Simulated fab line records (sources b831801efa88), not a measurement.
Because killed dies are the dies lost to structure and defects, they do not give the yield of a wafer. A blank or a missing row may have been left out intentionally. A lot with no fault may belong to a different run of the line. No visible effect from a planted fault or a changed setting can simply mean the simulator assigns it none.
The tool behind it: which one? || flow sky130 || 13 lots with 39 wafers sampled at 5 steps, on a route of 708 steps

## WHAT THE GAUGES SHOWED, per wafer
SKY_NWELL_TW_MEAS_15.
{"lot": "L142", "measured": "day 5 07:27", "on": "film_metro-01", "NWELL_TW": "1864 1855 1850"}
{"lot": "L143", "measured": "day 5 11:38", "on": "film_metro-04", "NWELL_TW": "1845 1857 1851"}
{"lot": "L145", "measured": "day 5 21:27", "on": "film_metro-04", "NWELL_TW": "1841 1837 1839"}
{"lot": "L147", "measured": "day 6 08:12", "on": "film_metro-01", "NWELL_TW": "1850 1855 1852"}
{"lot": "L149", "measured": "day 7 02:08", "on": "film_metro-01", "NWELL_TW": "1851 1845 1842"}
{"lot": "L152", "measured": "day 7 16:29", "on": "film_metro-04", "NWELL_TW": "1824 1824 1820"}
{"lot": "L153", "measured": "day 7 21:49", "on": "film_metro-03", "NWELL_TW": "1691 1694 1691 1686 1689 1695"}
{"lot": "L154", "measured": "day 8 04:24", "on": "film_metro-01", "NWELL_TW": "1851 1833 1848"}
{"lot": "L155", "measured": "day 8 09:40", "on": "film_metro-03", "NWELL_TW": "1818 1825 1827"}
{"lot": "L156", "measured": "day 8 17:10", "on": "film_metro-03", "NWELL_TW": "1697 1688 1699 1705 1690 1701"}
{"lot": "L157", "measured": "day 8 22:37", "on": "film_metro-04", "NWELL_TW": "1845 1842 1846"}
{"lot": "L158", "measured": "day 9 03:10", "on": "film_metro-03", "NWELL_TW": "1820 1809 1812"}
{"lot": "L159", "measured": "day 9 09:44", "on": "film_metro-04", "NWELL_TW": "1726 1722 1718 1721 1729 1726"}

SKY_NWELL_RS_MEAS_29: uses a four-point probe to measure.
{"lot": "L142", "measured": "day 6 01:14", "on": "film_metro-03", "NWELL_RS (ohm/sq)": "624.1 623.7 622.3"}
{"lot": "L143", "measured": "day 6 05:31", "on": "film_metro-01", "NWELL_RS (ohm/sq)": "622.4 623.3 621.0"}
{"lot": "L145", "measured": "day 6 16:05", "on": "film_metro-04", "NWELL_RS (ohm/sq)": "626.7 624.8 624.1"}
{"lot": "L147", "measured": "day 7 03:12", "on": "film_metro-04", "NWELL_RS (ohm/sq)": "624.4 625.5 626.3"}
{"lot": "L149", "measured": "day 7 22:22", "on": "film_metro-01", "NWELL_RS (ohm/sq)": "624.1 622.2 624.4"}
{"lot": "L152", "measured": "day 8 13:28", "on": "film_metro-04", "NWELL_RS (ohm/sq)": "626.2 626.2 626.7"}
{"lot": "L153", "measured": "day 8 18:56", "on": "film_metro-01", "NWELL_RS (ohm/sq)": "704.0 707.1 704.6 706.0 706.0 703.8"}
{"lot": "L154", "measured": "day 9 02:08", "on": "film_metro-01", "NWELL_RS (ohm/sq)": "623.4 622.8 622.2"}
{"lot": "L155", "measured": "day 9 06:52", "on": "film_metro-03", "NWELL_RS (ohm/sq)": "623.4 623.4 623.4"}
{"lot": "L156", "measured": "day 9 15:25", "on": "film_metro-04", "NWELL_RS (ohm/sq)": "707.4 708.5 707.7 706.7 708.4 706.5"}
{"lot": "L157", "measured": "day 9 20:27", "on": "film_metro-01", "NWELL_RS (ohm/sq)": "622.0 623.4 623.7"}
{"lot": "L158", "measured": "day 10 02:06", "on": "film_metro-03", "NWELL_RS (ohm/sq)": "624.0 623.9 623.9"}
{"lot": "L159", "measured": "day 10 08:07", "on": "film_metro-01", "NWELL_RS (ohm/sq)": "707.1 707.1 706.6 706.9 706.7 706.6"}

SKY_SONOS_ONO_THK_MEAS_01.
{"lot": "L142", "measured": "day 12 10:44", "on": "film_metro-04", "SONOS_ONO_OXIDATION_THK (nm)": "2.47 2.48 2.54"}
{"lot": "L143", "measured": "day 12 14:44", "on": "film_metro-02", "SONOS_ONO_OXIDATION_THK (nm)": "2.49 2.52 2.53"}
{"lot": "L145", "measured": "day 13 05:11", "on": "film_metro-02", "SONOS_ONO_OXIDATION_THK (nm)": "2.50 2.54 2.57"}
{"lot": "L147", "measured": "day 13 22:56", "on": "film_metro-01", "SONOS_ONO_OXIDATION_THK (nm)": "2.65 2.65 2.66"}
{"lot": "L149", "measured": "day 14 23:56", "on": "film_metro-04", "SONOS_ONO_OXIDATION_THK (nm)": "2.65 2.63 2.56"}
{"lot": "L152", "measured": "day 15 20:21", "on": "film_metro-04", "SONOS_ONO_OXIDATION_THK (nm)": "2.66 2.59 2.62"}
{"lot": "L154", "measured": "day 16 09:19", "on": "film_metro-04", "SONOS_ONO_OXIDATION_THK (nm)": "2.58 2.50 2.52"}
{"lot": "L155", "measured": "day 16 14:28", "on": "film_metro-01", "SONOS_ONO_OXIDATION_THK (nm)": "2.51 2.63 2.57"}
{"lot": "L157", "measured": "day 17 05:41", "on": "film_metro-04", "SONOS_ONO_OXIDATION_THK (nm)": "2.53 2.58 2.59"}
{"lot": "L158", "measured": "day 17 13:01", "on": "film_metro-02", "SONOS_ONO_OXIDATION_THK (nm)": "2.58 2.61 2.61"}

SKY_SONOS_ONO_OVL_MEAS_14.
{"lot": "L142", "measured": "day 13 19:38", "on": "overlay-01", "SONOS_ONO_OVL (nm)": "0.5 0.1 1.5"}
{"lot": "L143", "measured": "day 13 20:10", "on": "overlay-02", "SONOS_ONO_OVL (nm)": "0.8 1.0 0.6"}
{"lot": "L145", "measured": "day 14 10:20", "on": "overlay-02", "SONOS_ONO_OVL (nm)": "-0.7 -1.9 -1.2"}
{"lot": "L147", "measured": "day 15 06:43", "on": "overlay-01", "SONOS_ONO_OVL (nm)": "-2.7 -2.7 -1.7"}
{"lot": "L149", "measured": "day 16 04:53", "on": "overlay-01", "SONOS_ONO_OVL (nm)": "-0.7 -1.8 -0.4"}
{"lot": "L152", "measured": "day 18 07:44", "on": "overlay-02", "SONOS_ONO_OVL (nm)": "0.7 0.1 -0.3"}
{"lot": "L154", "measured": "day 18 07:41", "on": "overlay-01", "SONOS_ONO_OVL (nm)": "-0.3 0.6 1.7"}
{"lot": "L155", "measured": "day 18 10:37", "on": "overlay-01", "SONOS_ONO_OVL (nm)": "0.7 0.6 0.7"}
{"lot": "L157", "measured": "day 18 15:34", "on": "overlay-02", "SONOS_ONO_OVL (nm)": "-2.0 -2.2 -2.1"}
{"lot": "L158", "measured": "day 18 22:42", "on": "overlay-02", "SONOS_ONO_OVL (nm)": "2.9 3.4 4.0"}

## WHAT TOOL EACH LOT RAN ON (gives the tool, then ch and the chambers of the sampled wafers, and finally the start)
{"lot": "L142", "SKY_NWELL_IMPLANT_11": "implanter-02 ch 0, day 5 06:55"}
{"lot": "L143", "SKY_NWELL_IMPLANT_11": "implanter-03 ch 0, day 5 11:05"}
{"lot": "L145", "SKY_NWELL_IMPLANT_11": "implanter-02 ch 0, day 5 20:54"}
{"lot": "L147", "SKY_NWELL_IMPLANT_11": "implanter-02 ch 0, day 6 07:39"}
{"lot": "L149", "SKY_NWELL_IMPLANT_11": "implanter-02 ch 0, day 7 01:35"}
{"lot": "L152", "SKY_NWELL_IMPLANT_11": "implanter-02 ch 0, day 7 15:56"}
{"lot": "L153", "SKY_NWELL_IMPLANT_11": "implanter-02 ch 0, day 7 21:17"}
{"lot": "L154", "SKY_NWELL_IMPLANT_11": "implanter-04 ch 0, day 8 03:52"}
{"lot": "L155", "SKY_NWELL_IMPLANT_11": "implanter-04 ch 0, day 8 09:07"}
{"lot": "L156", "SKY_NWELL_IMPLANT_11": "implanter-02 ch 0, day 8 16:40"}
{"lot": "L157", "SKY_NWELL_IMPLANT_11": "implanter-03 ch 0, day 8 22:05"}
{"lot": "L158", "SKY_NWELL_IMPLANT_11": "implanter-04 ch 0, day 9 02:39"}
{"lot": "L159", "SKY_NWELL_IMPLANT_11": "implanter-02 ch 0, day 9 09:12"}
- SKY_NWELL_IMPLANT_11

## AS READ BY THE TOOLS THEMSELVES (means over the sampled wafers that have a number; for cases with no such wafer, the mark the record gives instead)
The record holds no such reading with a usual standard deviation.

## THE ANSWER, worked out from the rows above alone
Rule: usual is defined by the lots themselves. The widest of any qualifying gaps counts: lots, ordered by their means at a reading, are off when they make up no more than a third of the lots, leave a main group of 4 or more, and stand apart from it by 3 or more times the standard deviation of that group's means. A main group is skipped when, at the precision printed for the reading in the tables above, its means are all equal. Also off: a lot with no number at a reading for which 4 or more lots have one. Where the step has rows for the other lots, those lots are counted as sound. The gauges are gone through in route order, then the tools' own readings, and for those a lot's mean is taken as printed above. The first step at which some lot is off is used, and at that step the reading that is off furthest; a lot without a number counts as furthest.
Off: at SKY_NWELL_TW_MEAS_15 (NWELL_TW), L153, L156, L159. For the main group the mean is 1839 and the standard deviation 14.
A tool fits if, at a process step before that reading, it ran every lot that is off, and no sound lot after the first of them. Those tools and the gauges at SKY_NWELL_TW_MEAS_15 are tried in the same way. One fits: SKY_NWELL_IMPLANT_11 on implanter-02. A fault onset in the window from L152 (day 7 15:56, its last sound lot) to L153 (day 7 21:17, its first lot off) fits.

## WHAT HAD BEEN PUT IN BY THE SIMULATOR
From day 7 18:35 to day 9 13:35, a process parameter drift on implanter-02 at SKY_NWELL_IMPLANT_11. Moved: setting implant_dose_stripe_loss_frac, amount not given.
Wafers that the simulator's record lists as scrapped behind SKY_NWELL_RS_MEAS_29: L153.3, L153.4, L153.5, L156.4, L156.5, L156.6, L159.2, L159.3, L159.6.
Shown lots that were struck: L153, L156, L159. This agrees with what the rule above found.
